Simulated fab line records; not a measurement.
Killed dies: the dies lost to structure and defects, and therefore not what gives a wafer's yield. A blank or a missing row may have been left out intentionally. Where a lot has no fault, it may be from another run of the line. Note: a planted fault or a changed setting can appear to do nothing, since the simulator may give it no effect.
fab line records -- flow sfq_line
record: lots: 6, wafers: 18, last_day: 77
route steps=325 shown INCOMING@1 L0@3 L0V@16 M0@28 M8@325
lots that met no fault: taken from a fault-free run of the same line
start_h: hours from the record's first day to the start of the lot's first wafer shown -- wait_h: how many hours have passed since the lot's step before this one -- " as in the row above -- L1.1+2: one row covering several wafers at once -- - no value, or no start given -- * or withheld: withheld -- < > ~ a bound
route shown NAME@n: names a module that has steps shown in the file, with the first one's number in the route -- usual: mean and standard deviation over wafers with no fault -- same: alike in all rows -- chamber/n: place in a boat -- sites: readings site by site -- _std_site: standard deviation of those values -- _edge_site: outer sites' mean less inner sites' -- radius_mm: for every site, how far away it sits from the centre of the wafer -- mask NAME#n: copy n -- behind: the last tool/chamber to shape the wafer -- hold: the reason the lot was held/the length of the hold in hours/how it ended -- device: whichever transistor did not switch (one of n, p or np) -- end of line: tests run on the same wafers once the route is complete -- where a step has no rows: the recipe by itself -- killed: dies lost to structure and defects at the first sort, not the wafer's yield -- map: a wafer's dies, x killed, . not, _ none there
set.NAME: setting as actually run; set.NAME@STEP: the setting as run at that earlier step -- model.NAME: the simulator's own value behind a step, which no gauge read
a table for each step, a row for each wafer; lots at some steps of the route
services: when a tool's chamber went out of use (start_h, in hours from the record's first day, below 0 if earlier), for how many hours, and the reason
== steps ==
step: SFQ_INCOMING_BOW_MEAS_900
recipe: mode: bow
usual: INCOMING_BOW: 0/6.3
lot.wafer,tool,chamber,start_h,wait_h,INCOMING_BOW[um]
L944.2,film_metro-01,-,20.02,-,-5
L944.4,film_metro-01,-,20.02,-,-12
L944.5,film_metro-01,-,20.02,-,-4
L954.1,film_metro-02,-,70.00,-,-1
L954.3,film_metro-02,-,70.00,-,-6
L954.4,film_metro-02,-,70.00,-,1
L961.3,film_metro-02,-,105.04,-,7
L961.4,film_metro-02,-,105.04,-,4
L961.6,film_metro-02,-,105.04,-,6
L962.1,film_metro-02,-,110.00,-,-4
L962.4,film_metro-02,-,110.00,-,5
L962.6,film_metro-02,-,110.00,-,-6
L963.2,film_metro-01,-,115.02,-,9
L963.3,film_metro-01,-,115.02,-,11
L963.6,film_metro-01,-,115.02,-,3
L964.1,film_metro-02,-,120.00,-,3
L964.2,film_metro-02,-,120.00,-,-15
L964.3,film_metro-02,-,120.00,-,8
step: SFQ_TRILAYER_INCOMING_OXIDATION_002
recipe: temp_c: 1000, ambient: H2O, target_thk_a: 5000, p_h2o_torr: 720, ox_time_s: 4939
step: SFQ_TRILAYER_L0_DEP_SPUTTER_003
recipe: material: MoNx_KI, base_pressure_pa: 1.33e-06, target_thk_nm: 40, power_w: 800, time_s: 100, chamber_pressure_pa: 0.4
usual: cathode_dc_power_W: 800.00/0.15, throttle_valve_pct: 29.9/0.88
lot.wafer,tool,chamber,start_h,wait_h,cathode_dc_power_W,throttle_valve_pct,model.MoNx_KI_of_TRILAYER_L0_DEP_SPUTTER_003.thk_nm
L944.2,pvd_sputter-03,-,22.49,0.0,799.93,29.8,39.75
L944.4,pvd_sputter-03,-,22.49,0.0,800.14,30.2,40.05
L944.5,pvd_sputter-03,-,22.49,0.0,799.96,29.9,40.02
L954.1,pvd_sputter-04,-,72.49,0.0,799.88,29.0,40.63
L954.3,pvd_sputter-04,-,72.49,0.0,799.87,29.4,39.61
L954.4,pvd_sputter-04,-,72.49,0.0,800.24,31.4,39.62
L961.3,pvd_sputter-04,-,107.49,0.0,765.12,29.1,38.46
L961.4,pvd_sputter-04,-,107.49,0.0,765.24,31.5,36.94
L961.6,pvd_sputter-04,-,107.49,0.0,765.49,31.6,37.14
L962.1,pvd_sputter-04,-,112.49,0.0,765.07,29.1,37.7
L962.4,pvd_sputter-04,-,112.49,0.0,764.77,29.7,37.8
L962.6,pvd_sputter-04,-,112.49,0.0,765.13,31.5,37.45
L963.2,pvd_sputter-05,-,117.49,0.0,800.00,31.0,40.53
L963.3,pvd_sputter-05,-,117.49,0.0,799.98,28.5,40.03
L963.6,pvd_sputter-05,-,117.49,0.0,799.95,28.3,39.67
L964.1,pvd_sputter-03,-,122.49,0.0,799.81,30.0,40.02
L964.2,pvd_sputter-03,-,122.49,0.0,800.03,29.7,39.89
L964.3,pvd_sputter-03,-,122.49,0.0,800.19,29.9,40.32
step: SFQ_L0_RS_MEAS_901
recipe: thk_meas_gauge: four-point-probe, reads: MoNx_KI_of_TRILAYER_L0_DEP_SPUTTER_003
usual: L0_MONX_KI_RS: 43.7/0.62
lot.wafer,tool,chamber,start_h,wait_h,L0_MONX_KI_RS[ohm/sq]
L944.2,film_metro-04,-,22.58,0.1,43.8
L944.4,film_metro-04,-,22.58,0.1,43.5
L944.5,film_metro-04,-,22.58,0.1,43.6
L954.1,film_metro-03,-,72.56,0.0,42.7
L954.3,film_metro-03,-,72.56,0.0,43.9
L954.4,film_metro-03,-,72.56,0.0,43.8
L961.3,film_metro-02,-,107.60,0.1,45.3
L961.4,film_metro-02,-,107.60,0.1,47.0
L961.6,film_metro-02,-,107.60,0.1,46.9
L962.1,film_metro-02,-,112.56,0.0,46.2
L962.4,film_metro-02,-,112.56,0.0,46.2
L962.6,film_metro-02,-,112.56,0.0,46.4
L963.2,film_metro-03,-,117.58,0.1,42.8
L963.3,film_metro-03,-,117.58,0.1,43.3
L963.6,film_metro-03,-,117.58,0.1,43.7
L964.1,film_metro-03,-,122.56,0.0,43.4
L964.2,film_metro-03,-,122.56,0.0,43.5
L964.3,film_metro-03,-,122.56,0.0,43.1
step: SFQ_L0_THK_MEAS_902
recipe: thk_meas_gauge: xrf, reads: MoNx_KI_of_TRILAYER_L0_DEP_SPUTTER_003
usual: L0_MONX_KI_THK: 40.5/0.58
lot.wafer,tool,chamber,start_h,wait_h,L0_MONX_KI_THK[nm]
L944.2,film_metro-04,-,22.69,0.1,40.5
L944.4,film_metro-04,-,22.69,0.1,40.8
L944.5,film_metro-04,-,22.69,0.1,41.0
L954.1,film_metro-03,-,72.68,0.1,41.1
L954.3,film_metro-03,-,72.68,0.1,40.1
L954.4,film_metro-03,-,72.68,0.1,40.3
L961.3,film_metro-02,-,107.70,0.1,38.9
L961.4,film_metro-02,-,107.70,0.1,37.5
L961.6,film_metro-02,-,107.70,0.1,37.7
L962.1,film_metro-02,-,112.68,0.1,38.2
L962.4,film_metro-02,-,112.68,0.1,38.3
L962.6,film_metro-02,-,112.68,0.1,38.2
L963.2,film_metro-03,-,117.69,0.1,41.5
L963.3,film_metro-03,-,117.69,0.1,40.8
L963.6,film_metro-03,-,117.69,0.1,40.3
L964.1,film_metro-03,-,122.68,0.1,40.8
L964.2,film_metro-03,-,122.68,0.1,40.7
L964.3,film_metro-03,-,122.68,0.1,41.0
step: SFQ_TRILAYER_L0_LITHO_COAT_010
recipe: resist: BARC, spin_rpm: 3000, resist_thk_nm: 62
step: SFQ_TRILAYER_L0_LITHO_COAT_005
recipe: resist: KrF, spin_rpm: 3000, resist_thk_nm: 600
step: SFQ_TRILAYER_L0_LITHO_SOFTBAKE_009
recipe: temp_c: withheld, time_s: withheld, resist: KrF
step: SFQ_TRILAYER_L0_LITHO_EXPOSE_006
recipe: mask_id: L0, na: 0.6, source_shape: conventional, sigma_outer: 0.65, target_cd_nm: 2000, dose_mj: 14.4
step: SFQ_TRILAYER_L0_LITHO_PEB_008
recipe: peb_temp_c: 115, peb_time_s: 60, resist: KrF
step: SFQ_TRILAYER_L0_LITHO_DEVELOP_007
recipe: time_s: 60, resist: KrF
step: SFQ_TRILAYER_L0_BARC_OPEN_METAL_ETCH_010
recipe: mask_material: PR, chemistry: O2, target_depth_nm: 125, target: BARC, icp_w: 600, bias_w: 80, pressure_mtorr: 10, time_s: 41.7
usual: drypump_motor_current_A: 5.7/0.41, oes_product_au: 0.686/0.0048
lot.wafer,tool,chamber,start_h,wait_h,drypump_motor_current_A,oes_product_au,rf_hours_counter_h
L944.2,rie_metal-03,0,64.04,0.1,5.1,0.689,95
L944.4,rie_metal-03,1,64.04,0.1,5.3,0.692,-
L944.5,rie_metal-03,1,64.04,0.1,5.3,0.689,-
L954.1,rie_metal-04,0,124.04,0.1,6.0,0.689,106
L954.3,rie_metal-04,0,124.04,0.1,6.0,0.685,-
L954.4,rie_metal-04,1,124.04,0.1,5.9,0.689,-
L961.3,rie_metal-04,0,160.62,0.1,6.0,0.680,-
L961.4,rie_metal-04,0,160.62,0.1,6.0,0.683,-
L961.6,rie_metal-04,0,160.62,0.1,6.0,0.681,-
L962.1,rie_metal-04,0,166.58,0.1,6.0,0.677,116
L962.4,rie_metal-04,0,166.58,0.1,6.0,0.691,-
L962.6,rie_metal-04,0,166.58,0.1,6.0,0.680,-
L963.2,rie_metal-04,0,171.40,0.1,6.0,0.680,-
L963.3,rie_metal-04,0,171.40,0.1,6.0,0.685,-
L963.6,rie_metal-04,0,171.40,0.1,6.0,0.693,-
L964.1,rie_metal-03,0,177.38,0.1,5.1,0.688,114
L964.2,rie_metal-03,1,177.38,0.1,5.3,0.691,104
L964.3,rie_metal-03,1,177.38,0.1,5.3,0.688,-
step: SFQ_TRILAYER_L0_ETCH_METAL_ETCH_008
recipe: target: MoNx_KI, stop_on: SiO2, mask_material: PR, chemistry: SF6/O2, target_depth_nm: 50, icp_w: 600, bias_w: 80, pressure_mtorr: 10, time_s: 25
usual: drypump_motor_current_A: 5.7/0.41, oes_product_au: 0.871/0.0084
lot.wafer,tool,chamber,start_h,wait_h,drypump_motor_current_A,oes_product_au,rf_hours_counter_h,model.etch.depth_nm,model.L0.feature_depth_nm
L944.2,rie_metal-03,0,64.10,0.0,5.1,0.867,95,39.75,39.75
L944.4,rie_metal-03,1,64.10,0.0,5.3,0.873,-,40.05,40.05
L944.5,rie_metal-03,1,64.10,0.0,5.3,0.877,-,40.02,40.02
L954.1,rie_metal-04,0,124.10,0.0,6.0,0.877,106,40.63,40.63
L954.3,rie_metal-04,0,124.10,0.0,6.0,0.868,-,39.61,39.61
L954.4,rie_metal-04,1,124.10,0.0,5.9,0.866,-,39.62,39.62
L961.3,rie_metal-04,0,160.73,0.1,6.0,0.857,-,38.46,38.46
L961.4,rie_metal-04,0,160.73,0.1,6.0,0.827,-,36.94,36.94
L961.6,rie_metal-04,0,160.73,0.1,6.0,0.840,-,37.14,37.14
L962.1,rie_metal-04,0,166.70,0.1,6.0,0.852,116,37.7,37.7
L962.4,rie_metal-04,0,166.70,0.1,6.0,0.846,-,37.8,37.8
L962.6,rie_metal-04,0,166.70,0.1,6.0,0.847,-,37.45,37.45
L963.2,rie_metal-04,0,171.51,0.1,6.0,0.881,-,40.53,40.53
L963.3,rie_metal-04,0,171.51,0.1,6.0,0.883,-,40.03,40.03
L963.6,rie_metal-04,0,171.51,0.1,6.0,0.867,-,39.67,39.67
L964.1,rie_metal-03,0,177.44,0.0,5.1,0.882,114,40.02,40.02
L964.2,rie_metal-03,1,177.44,0.0,5.3,0.869,104,39.89,39.89
L964.3,rie_metal-03,1,177.44,0.0,5.3,0.869,-,40.32,40.32
step: SFQ_TRILAYER_L0_STRIP_STRIP_009
recipe: gas: O2, power_w: 200, platen_temp_c: 40, overash_fraction: 0.65, chemistry: O2, pressure_mtorr: 50
usual: drypump_motor_current_A: 5.7/0.41, oes_product_au: 1.007/0.0085
lot.wafer,tool,chamber,start_h,wait_h,drypump_motor_current_A,oes_product_au,rf_hours_counter_h
L944.2,rie_metal-03,0,64.15,0.0,5.1,1.013,95
L944.4,rie_metal-03,1,64.15,0.0,5.3,1.016,-
L944.5,rie_metal-03,1,64.15,0.0,5.3,1.004,-
L954.1,rie_metal-04,0,124.15,0.0,6.0,1.002,106
L954.3,rie_metal-04,0,124.15,0.0,6.0,1.007,-
L954.4,rie_metal-04,1,124.15,0.0,5.8,0.997,-
L961.3,rie_metal-04,0,161.19,0.4,6.0,1.014,-
L961.4,rie_metal-04,0,161.19,0.4,6.0,1.015,-
L961.6,rie_metal-04,0,161.19,0.4,6.0,1.006,-
L962.1,rie_metal-04,0,166.79,0.1,6.0,1.021,116
L962.4,rie_metal-04,0,166.79,0.1,6.0,1.021,-
L962.6,rie_metal-04,0,166.79,0.1,6.0,1.013,-
L963.2,rie_metal-04,0,171.79,0.3,6.0,1.018,-
L963.3,rie_metal-04,0,171.79,0.3,6.0,1.009,-
L963.6,rie_metal-04,0,171.79,0.3,6.0,0.999,-
L964.1,rie_metal-03,0,177.48,0.0,5.1,1.014,114
L964.2,rie_metal-03,1,177.48,0.0,5.3,1.008,104
L964.3,rie_metal-03,1,177.48,0.0,5.3,1.018,-
step: SFQ_TRILAYER_L0_STRIP_SOLV_CLEAN_010
recipe: chemistry: NMP, temp_c: 70, time_s: 600
step: SFQ_TRILAYER_L0_CAP_PECVD_011
recipe: material: SiO2, temp_c: 150, time_s: 13.333, pressure_torr: 2.4, rf_w: 183.3, precursor: SiH4/N2O, target_thk_nm: 60
usual: chamber_pressure_Torr: 2.400/0.0057, heater_power_w: 82/14, showerhead_vpp_V: 837/37, throttle_valve_pct: 24.7/1.1
lot.wafer,tool,chamber,start_h,wait_h,chamber_pressure_Torr,heater_power_w,showerhead_vpp_V,throttle_valve_pct
L944.2,pecvd-02,2,65.10,0.0,2.418,95,778,25.7
L944.4,pecvd-02,0,65.10,0.0,2.391,71,816,25.9
L944.5,pecvd-02,1,65.10,0.0,2.394,54,800,26.8
L954.1,pecvd-01,2,124.92,0.0,2.405,89,867,23.0
L954.3,pecvd-01,0,124.92,0.0,2.404,77,883,24.7
L954.4,pecvd-01,0,124.92,0.0,2.396,78,886,24.3
L961.3,pecvd-01,2,162.16,0.0,2.402,89,848,23.3
L961.4,pecvd-01,1,162.16,0.0,2.399,85,830,25.1
L961.6,pecvd-01,0,162.16,0.0,2.402,70,886,24.8
L962.1,pecvd-03,2,168.18,0.0,2.401,75,797,23.9
L962.4,pecvd-03,0,168.18,0.0,2.398,94,865,24.3
L962.6,pecvd-03,2,168.18,0.0,2.407,76,792,23.9
L963.2,pecvd-02,1,172.98,0.0,2.399,52,779,26.9
L963.3,pecvd-02,0,172.98,0.0,2.402,75,826,26.1
L963.6,pecvd-02,2,172.98,0.0,2.408,107,788,25.8
L964.1,pecvd-03,2,178.26,0.0,2.396,90,796,23.8
L964.2,pecvd-03,1,178.26,0.0,2.403,86,899,23.7
L964.3,pecvd-03,0,178.26,0.0,2.408,90,859,24.6
step: SFQ_TRILAYER_L0_VIA_LITHO_COAT_018
recipe: resist: BARC, spin_rpm: 3000, resist_thk_nm: 62
step: SFQ_TRILAYER_L0_VIA_LITHO_COAT_013
recipe: resist: KrF, spin_rpm: 3000, resist_thk_nm: 650
step: SFQ_TRILAYER_L0_VIA_LITHO_SOFTBAKE_017
recipe: temp_c: withheld, time_s: withheld, resist: KrF
step: SFQ_TRILAYER_L0_VIA_LITHO_EXPOSE_014
recipe: mask_id: L0V, na: 0.6, source_shape: conventional, sigma_outer: 0.65, target_cd_nm: 700, dose_mj: 21.3
step: SFQ_TRILAYER_L0_VIA_LITHO_PEB_016
recipe: peb_temp_c: 115, peb_time_s: 60, resist: KrF
step: SFQ_TRILAYER_L0_VIA_LITHO_DEVELOP_015
recipe: time_s: 60, resist: KrF
step: SFQ_L0V_OVL_MEAS_903
usual: L0V_OVL: -2/6.1
lot.wafer,tool,chamber,start_h,wait_h,L0V_OVL[nm]
L944.2,overlay-01,-,117.94,2.4,-6
L944.4,overlay-01,-,117.94,2.4,-3
L944.5,overlay-01,-,117.94,2.4,8
L954.1,overlay-02,-,179.78,0.1,4
L954.3,overlay-02,-,179.78,0.1,7
L954.4,overlay-02,-,179.78,0.1,-3
L961.3,overlay-01,-,216.99,0.1,-8
L961.4,overlay-01,-,216.99,0.1,-3
L961.6,overlay-01,-,216.99,0.1,2
L962.1,overlay-01,-,225.38,0.1,-11
L962.4,overlay-01,-,225.38,0.1,-8
L962.6,overlay-01,-,225.38,0.1,-5
L963.2,overlay-02,-,231.38,0.1,-1
L963.3,overlay-02,-,231.38,0.1,8
L963.6,overlay-02,-,231.38,0.1,3
L964.1,overlay-01,-,238.58,0.1,2
L964.2,overlay-01,-,238.58,0.1,1
L964.3,overlay-01,-,238.58,0.1,8
step: SFQ_TRILAYER_L0_VIA_BARC_OPEN_VIA_ETCH_021
recipe: mask_material: PR, chemistry: O2, target_depth_nm: 125, target: BARC, source_w: 500, bias_w: 80, pressure_mtorr: 30, time_s: 41.7
step: SFQ_TRILAYER_L0_VIA_ETCH_VIA_ETCH_016
recipe: target: SiO2, stop_on: MoNx_KI, mask_material: PR, chemistry: CHF3, target_depth_nm: 80, source_w: 500, bias_w: 80, pressure_mtorr: 30, time_s: withheld
usual: drypump_motor_current_A: 5.86/0.24, oes_product_au: 0.844/0.0083
lot.wafer,tool,chamber,start_h,wait_h,drypump_motor_current_A,oes_product_au
L944.2,rie_diel-03,1,118.01,0.0,6.08,0.845
L944.4,rie_diel-03,3,118.01,0.0,5.23,0.840
L944.5,rie_diel-03,0,118.01,0.0,5.96,0.853
L954.1,rie_diel-04,1,179.85,0.0,5.79,0.857
L954.3,rie_diel-04,2,179.85,0.0,5.88,0.838
L954.4,rie_diel-04,3,179.85,0.0,5.85,0.855
L961.3,rie_diel-04,1,217.05,0.0,5.82,0.842
L961.4,rie_diel-04,3,217.05,0.0,5.82,0.854
L961.6,rie_diel-04,3,217.05,0.0,5.83,0.854
L962.1,rie_diel-03,3,225.45,0.0,5.23,0.832
L962.4,rie_diel-03,0,225.45,0.0,5.99,0.851
L962.6,rie_diel-03,0,225.45,0.0,5.96,0.843
L963.2,rie_diel-03,3,231.45,0.0,5.24,0.833
L963.3,rie_diel-03,0,231.45,0.0,6.01,0.820
L963.6,rie_diel-03,0,231.45,0.0,5.98,0.843
L964.1,rie_diel-02,3,238.65,0.0,5.78,0.846
L964.2,rie_diel-02,1,238.65,0.0,6.14,0.838
L964.3,rie_diel-02,0,238.65,0.0,6.00,0.841
step: SFQ_TRILAYER_L0_VIA_STRIP_STRIP_017
recipe: gas: O2, power_w: 200, platen_temp_c: 40, overash_fraction: 0.65, chemistry: O2, pressure_mtorr: 50
step: SFQ_TRILAYER_L0_VIA_STRIP_SOLV_CLEAN_018
recipe: chemistry: NMP, temp_c: 70, time_s: 600
step: SFQ_TRILAYER_M0_DEP_PRE_CLEAN_020
recipe: gas: Ar, time_s: 15, bias_v: 250
step: SFQ_TRILAYER_M0_DEP_SPUTTER_019
recipe: material: Nb, base_pressure_pa: 1.33e-06, chamber_pressure_pa: 0.1333, substrate_temp_c: 20, resputter_cathode_voltage_v: 400, target_thk_nm: 200, power_w: 2000, time_s: 133.3
usual: cathode_dc_power_W: 2000.1/0.37, throttle_valve_pct: 30.0/0.83
lot.wafer,tool,chamber,start_h,wait_h,cathode_dc_power_W,throttle_valve_pct
L944.2,pvd_sputter-03,-,119.63,0.0,2000.0,29.2
L944.4,pvd_sputter-03,-,119.63,0.0,2000.0,30.0
L944.5,pvd_sputter-03,-,119.63,0.0,1999.7,29.3
L954.1,pvd_sputter-05,-,181.30,0.0,2000.0,30.9
L954.3,pvd_sputter-05,-,181.30,0.0,2000.0,29.7
L954.4,pvd_sputter-05,-,181.30,0.0,2000.2,28.6
L961.3,pvd_sputter-03,-,218.51,0.0,2000.0,30.1
L961.4,pvd_sputter-03,-,218.51,0.0,2000.1,30.1
L961.6,pvd_sputter-03,-,218.51,0.0,2000.0,29.8
L962.1,pvd_sputter-06,-,226.47,0.0,2000.3,30.7
L962.4,pvd_sputter-06,-,226.47,0.0,1999.8,29.0
L962.6,pvd_sputter-06,-,226.47,0.0,1999.3,29.0
L963.2,pvd_sputter-05,-,232.30,0.0,2000.4,31.3
L963.3,pvd_sputter-05,-,232.30,0.0,2000.2,30.9
L963.6,pvd_sputter-05,-,232.30,0.0,1999.7,31.0
L964.1,pvd_sputter-05,-,239.50,0.0,2000.2,31.0
L964.2,pvd_sputter-05,-,239.50,0.0,1999.9,29.5
L964.3,pvd_sputter-05,-,239.50,0.0,2000.2,28.3
step: SFQ_M0_RS_MEAS_904
recipe: thk_meas_gauge: four-point-probe, reads: Nb_of_TRILAYER_M0_DEP_SPUTTER_019
usual: M0_NB_RS: 0.889/0.013
lot.wafer,tool,chamber,start_h,wait_h,M0_NB_RS[ohm/sq]
L944.2,film_metro-01,-,119.74,0.1,0.882
L944.4,film_metro-01,-,119.74,0.1,0.892
L944.5,film_metro-01,-,119.74,0.1,0.883
L954.1,film_metro-01,-,181.39,0.0,0.905
L954.3,film_metro-01,-,181.39,0.0,0.892
L954.4,film_metro-01,-,181.39,0.0,0.880
L961.3,film_metro-03,-,218.65,0.1,0.892
L961.4,film_metro-03,-,218.65,0.1,0.895
L961.6,film_metro-03,-,218.65,0.1,0.887
L962.1,film_metro-01,-,226.56,0.0,0.879
L962.4,film_metro-01,-,226.56,0.0,0.880
L962.6,film_metro-01,-,226.56,0.0,0.881
L963.2,film_metro-03,-,232.41,0.1,0.901
L963.3,film_metro-03,-,232.41,0.1,0.879
L963.6,film_metro-03,-,232.41,0.1,0.896
L964.1,film_metro-01,-,239.59,0.0,0.893
L964.2,film_metro-01,-,239.59,0.0,0.893
L964.3,film_metro-01,-,239.59,0.0,0.881
step: SFQ_TRILAYER_M0_LITHO_COAT_026
recipe: resist: BARC, spin_rpm: 3000, resist_thk_nm: 62
step: SFQ_M8_BOW_MEAS_951
recipe: mode: bow
usual: M8_BOW: 5/12
lot.wafer,tool,chamber,start_h,wait_h,M8_BOW[um],model.etest.l0v.link_ohm,model.etest.l0.ohm_sq,model.etest.l0.ohm_um
L944.2,film_metro-04,-,1669.43,0.0,-14,44.64,43.73,21.87
L944.4,film_metro-04,-,1669.43,0.0,-22,44.32,43.4,21.72
L944.5,film_metro-04,-,1669.43,0.0,-13,44.34,43.43,21.71
L954.1,film_metro-01,-,1732.68,0.0,-7,43.71,42.77,21.41
L954.3,film_metro-01,-,1732.68,0.0,-12,44.8,43.88,21.98
L954.4,film_metro-01,-,1732.68,0.0,-3,44.78,43.87,21.93
L961.3,film_metro-04,-,1829.91,0.0,19,46.11,45.19,22.62
L961.4,film_metro-04,-,1829.91,0.0,18,47.97,47.05,23.55
L961.6,film_metro-04,-,1829.91,0.0,18,47.72,46.8,23.43
L962.1,film_metro-04,-,1834.49,0.0,16,47,46.1,23.06
L962.4,film_metro-04,-,1834.49,0.0,25,46.89,45.98,23.02
L962.6,film_metro-04,-,1834.49,0.0,13,47.32,46.41,23.24
L963.2,film_metro-04,-,1835.71,0.0,17,43.82,42.89,21.44
L963.3,film_metro-04,-,1835.71,0.0,18,44.33,43.42,21.74
L963.6,film_metro-04,-,1835.71,0.0,11,44.73,43.81,21.91
L964.1,film_metro-02,-,1837.07,0.0,18,44.35,43.43,21.72
L964.2,film_metro-02,-,1837.07,0.0,1,44.49,43.57,21.81
L964.3,film_metro-02,-,1837.07,0.0,23,44.01,43.1,21.58
== services ==
tool,chamber,start_h,hours,kind
rie_diel-04,3,-1.17,6.8,repair
pecvd-03,2,4.83,5.3,repair
rie_metal-03,-,10.33,0.6,repair
rie_diel-04,0,11.37,4.2,repair
pecvd-01,-,64.80,1.9,repair
pecvd-01,-,73.62,2.8,pm
pecvd-01,-,76.37,28.1,pm
rie_diel-04,1,84.93,4.7,repair
pvd_sputter-03,-,99.33,2.4,repair
pecvd-01,-,110.92,2.9,repair
pecvd-02,1,119.60,6.2,repair
rie_diel-03,1,124.81,1.5,repair
rie_diel-03,3,126.28,4.8,repair
pvd_sputter-05,-,130.04,2.9,repair
rie_diel-03,-,133.67,2.8,pm
pvd_sputter-03,-,135.82,3.9,repair
rie_diel-03,0,136.72,6.3,repair
pecvd-01,2,140.81,5.3,repair
rie_metal-04,1,142.19,118.9,repair
rie_metal-03,-,144.03,2.8,pm
pvd_sputter-05,-,161.31,1.9,repair
pvd_sputter-03,-,174.46,2.0,repair
pvd_sputter-04,-,175.06,6.8,repair
rie_metal-04,-,196.31,0.7,repair
== key ==
first_sign: step: SFQ_TRILAYER_L0_DEP_SPUTTER_003, reading: cathode_dc_power_W, direction: down, sigmas: 99+, usual: 800.00, struck: 765.14
effect: step: SFQ_L0_RS_MEAS_901, reading: L0_MONX_KI_RS, direction: up, sigmas: 4.2, usual: 43.7, struck: 46.3
effect: step: SFQ_L0_THK_MEAS_902, reading: L0_MONX_KI_THK, direction: down, sigmas: 4.1, usual: 40.5, struck: 38.1
effect: step: SFQ_TRILAYER_L0_ETCH_METAL_ETCH_008, reading: oes_product_au, direction: down, sigmas: 3.1, usual: 0.871, struck: 0.845
model_effect: step: SFQ_TRILAYER_L0_DEP_SPUTTER_003, value: MoNx_KI_of_TRILAYER_L0_DEP_SPUTTER_003.thk_nm, without: 39.33, struck: 37.58
model_effect: step: SFQ_TRILAYER_L0_ETCH_METAL_ETCH_008, value: etch.depth_nm, without: 39.33, struck: 37.58
model_effect: step: SFQ_M8_BOW_MEAS_951, value: etest.l0v.link_ohm, without: 45.11, struck: 47.17
met_at SFQ_TRILAYER_L0_DEP_SPUTTER_003
struck_wafers L961.3,L961.4,L961.6,L962.1,L962.4,L962.6
onset_between 72.49 107.49
fault: kind: process_parameter_drift, tool: pvd_sputter-04, chamber: -, onset_h: 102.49, steps: SFQ_TRILAYER_L0_DEP_SPUTTER_003, channel: power_w, offset: -34.985, shape: step, end_h: 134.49, acts_in: these_recipes_only, stated: 800
